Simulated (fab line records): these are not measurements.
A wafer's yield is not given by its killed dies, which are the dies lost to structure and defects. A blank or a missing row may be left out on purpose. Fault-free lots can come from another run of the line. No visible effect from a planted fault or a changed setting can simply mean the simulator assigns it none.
Struck lot and sound lot, side by side | flow sky130 | 31 steps out of a route of 708
Sound: these wafers, L101.1, L101.3, L101.6. Struck: wafers L111.1, L111.2, L111.6. The cause is given at the end.
At each step with rows: each side's tool, then ch and its chambers, then its first start. Under that, the readings that differ: sound wafers | struck wafers | difference of the means | sigmas: that difference in standard deviations of wafers without a fault.
alike: words and numbers the same on both sides, and readings whose means are apart by under 2 such deviations; not compared: readings that were withheld, readings missing a value for some wafer, numbers with overlapping values and no deviation given by the record, and bounds like >300 which may hide the same value.
Wherever a step has rows on one side only, a row that says differs or no value, or a row with sigmas, the two part there. Numbers that don't overlap but have no deviation are shown without sigmas and don't part them. A reading missing from all wafers of one side parts the sides only when that side holds two or more wafers.

first, 1 step without rows for these wafers: SKY_PWDE_IMPLANT_08.
SKY_PWDE_STRIP_09: strips in O2/N2.
  sound on plasmaAsher-03 ch 0,1, day 3 20:21; struck on plasmaAsher-01 ch 0,1, day 6 10:03
  alike: chamberPressureMTorr, drypumpMotorCurrentA, oesProductAu, stripTimeToEndpointS
  not compared: rfHoursCounterH
SKY_PWDE_TW_MEAS_10:
  struck on filmMetro-04, day 6 10:09; sound on filmMetro-03, day 3 20:27
reading | sound       | struck      | difference | sigmas
PWDE_TW | 380 379 380 | 366 367 367 | -13        | -3
then, 7 steps without rows for these wafers: SKY_NWELL_DEHYDRATE_03 (time 60 s); SKY_NWELL_HMDS_04 (prime time 60 s); SKY_NWELL_COAT_05 (resist thk 3000 nm); SKY_NWELL_SOFTBAKE_06; SKY_NWELL_EXPOSE_07 (exposes mask NWM, target cd 840 nm); SKY_NWELL_PEB_08; SKY_NWELL_DEVELOP_09 (develop time 60 s).
SKY_NWELL_OVL_MEAS_10:
  struck on overlay-02, day 7 06:06; sound on overlay-01, day 4 12:48
  alike: NWELL_00_OVL
following that, these wafers have no rows for 1 step: SKY_NWELL_IMPLANT_11.
SKY_NWELL_IMPLANT_12:
  sound on implanter-03 ch 0, day 4 12:59; struck on implanter-03 ch 0, day 7 06:17
reading          | sound                            | struck                        | difference | sigmas
doseIonsCm2      | 1.2986e+12 1.3004e+12 1.2998e+12 | 8.137e+11 8.134e+11 8.146e+11 | -4.857e+11 | -99 or more
faradayCurrentUA | 7.67 7.21 7.38                   | 4.65 4.77 4.62                | -2.74      | -17
following that, these wafers have no rows for 1 step: SKY_NWELL_IMPLANT_13.
SKY_NWELL_STRIP_14: strips in O2/N2.
  sound on plasmaAsher-04 ch 0,1, day 4 13:17; struck on plasmaAsher-03 ch 0,1, day 7 06:35
  alike: chamberPressureMTorr, drypumpMotorCurrentA, oesProductAu, stripTimeToEndpointS
  not compared: rfHoursCounterH
SKY_NWELL_TW_MEAS_15:
  struck on filmMetro-04, day 7 06:41; sound on filmMetro-02, day 4 13:23
  alike: NWELL_TW
then, 7 steps without rows for these wafers: SKY_NWELL_DEHYDRATE_16 (time 60 s); SKY_NWELL_HMDS_17 (prime time 60 s); SKY_NWELL_COAT_18 (resist thk 3000 nm); SKY_NWELL_SOFTBAKE_19; SKY_NWELL_EXPOSE_20 (exposes mask NWM COMPLEMENT, target cd 840 nm); SKY_NWELL_PEB_21; SKY_NWELL_DEVELOP_22 (develop time 60 s).
SKY_NWELL_OVL_MEAS_23:
  struck on overlay-01, day 8 02:40; sound on overlay-02, day 5 06:13
  alike: NWELL_01_OVL
following that, these wafers have no rows for 1 step: SKY_NWELL_IMPLANT_24.
SKY_NWELL_STRIP_25: strips in O2/N2.
  sound on plasmaAsher-02 ch 0,1, day 5 06:24; struck on plasmaAsher-04 ch 0,1, day 8 03:14
  alike: chamberPressureMTorr, drypumpMotorCurrentA, oesProductAu, stripTimeToEndpointS
  not compared: rfHoursCounterH
SKY_NWELL_TW_MEAS_26:
  struck on filmMetro-03, day 8 03:20; sound on filmMetro-04, day 5 06:30
reading    | sound       | struck      | difference | sigmas
NWELL_2_TW | 490 489 487 | 505 501 503 | +14        | +3
then, 1 step without rows for these wafers: SKY_NWELL_CLEAN_27 (cleans in SC1/SC2, time 150 s).
SKY_NWELL_RTA_28: time 30 s.
  sound on rtpAnneal-01 ch 0, day 5 06:38; struck on rtpAnneal-02 ch 0, day 8 03:30
  alike: lampPowerPct, wafer_temp_C_max
SKY_NWELL_RS_MEAS_29: measurement is done with a four-point probe.
  struck on filmMetro-04, day 8 03:36; sound on filmMetro-03, day 5 06:44
reading           | sound             | struck            | difference | sigmas
NWELL_RS (ohm/sq) | 625.9 625.3 624.1 | 639.7 638.6 639.0 | +14.0      | +11
-- the record jumps here: 40 days lie between the struck wafers' starts before and after (it left off in module NWELL and takes up again in module PAD_OPEN, whose first step shown is number 708 of the route) --
SKY_PAD_OPEN_PROBE_99:
  struck on prober-01, day 48 09:21; sound on prober-02, day 45 08:59
reading                             | sound                         | struck                        | difference | sigmas
model.etest.nfet_16v.rOnOhmUm       | 1.411e+04 1.416e+04 1.408e+04 | 1.549e+04 1.563e+04 1.545e+04 | +1.407e+03 | 
model.etest.pfetG5v0d10v5.rOnOhmUm  | 4734 4698 4771                | 4634 4633 4616                | -107       | 
model.etest.tipP.rsOhmSq            | 6726 6722 6701                | 6841 6770 6744                | +69        | 
model.etest.tip_p_5v.rsOhmSq        | 2823 2838 2847                | 2784 2758 2775                | -64        | 
model.etest.pfetG5v0d10v5.driveUaUm | 344.1 349.7 346.3             | 357.7 351.4 356               | +8.3       | 
model.etest.pfet_01v8_lvt.driveUaUm | 169.5 174 170.3               | 186.2 190.4 186.1             | +16.3      | 
model.etest.pfet_16v.driveUaUm      | 242.7 244.8 242.4             | 255.1 254.4 256.4             | +12.0      | 
  not compared: model.etest.pfet_01v8_mvt.driveUaUm

## WHERE THEY PART
First at SKY_PWDE_TW_MEAS_10; last, within this record, at SKY_NWELL_RS_MEAS_29.

WHY: whatever the simulator had introduced
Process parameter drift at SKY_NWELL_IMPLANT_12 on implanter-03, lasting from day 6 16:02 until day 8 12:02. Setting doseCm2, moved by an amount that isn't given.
